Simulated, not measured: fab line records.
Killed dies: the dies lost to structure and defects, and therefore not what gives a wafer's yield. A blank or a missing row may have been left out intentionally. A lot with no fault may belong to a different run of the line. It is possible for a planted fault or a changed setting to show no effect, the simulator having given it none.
Matching of chambers -- flow sky130 -- cmp-02 running SKY_VIA1_CMP_24: 4 sister chambers
The step polishes, stops on SiO2, t overpolish 15 s, target thk 0 nm. 8 wafers are shown with their chamber, then 8 later ones without.

== EACH WAFER AND ITS CHAMBER ==
wafer,chamber,motorCurrentA (A),timeToEndpointS (s)
L167.2,1,10.5,67
L168.1,0,11.9,59
L169.1,1,10.6,67
L169.2,3,9.0,70
L170.1,0,12.0,62
L170.4,2,9.5,67
L170.6,2,9.6,65
L171.1,3,8.7,70

== WAFERS WITH NO CHAMBER GIVEN ==
wafer,motorCurrentA (A),timeToEndpointS (s)
L171.2,12.1,59
L171.3,10.3,63
L172.1,9.9,65
L172.2,10.8,66
L172.6,10.9,59
L175.3,10.1,65
L175.4,12.8,56
L175.5,10.0,65

== CHAMBER TAKEN BY EACH ==
wafer,from the rows above,in truth
L171.2,0,0
L171.3,1,1
L172.1,2,2
L172.2,1,1
L172.6,can't be placed: 1 or 0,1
L175.3,can't be placed: 1 or 2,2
L175.4,0,0
L175.5,can't be placed: 2 or 1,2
Placed correctly: 5 of 8. Unplaceable from these rows: 3, with the true chamber sitting among the candidates in 3. Number placed wrongly: 0.
How it was worked out, from the rows above alone: a wafer's distance from a chamber is the root of the sum, over the readings, of the square of ((its reading less the chamber's mean) divided by the reading's scatter). The wafer belongs to the nearest chamber; if the next one is less than 2 further off, it can't be placed. A chamber's mean is the mean of its shown wafers. The scatter: the root of (the sum of the squares of (reading less its chamber's mean) over the shown wafers, divided by (wafers less chambers)).
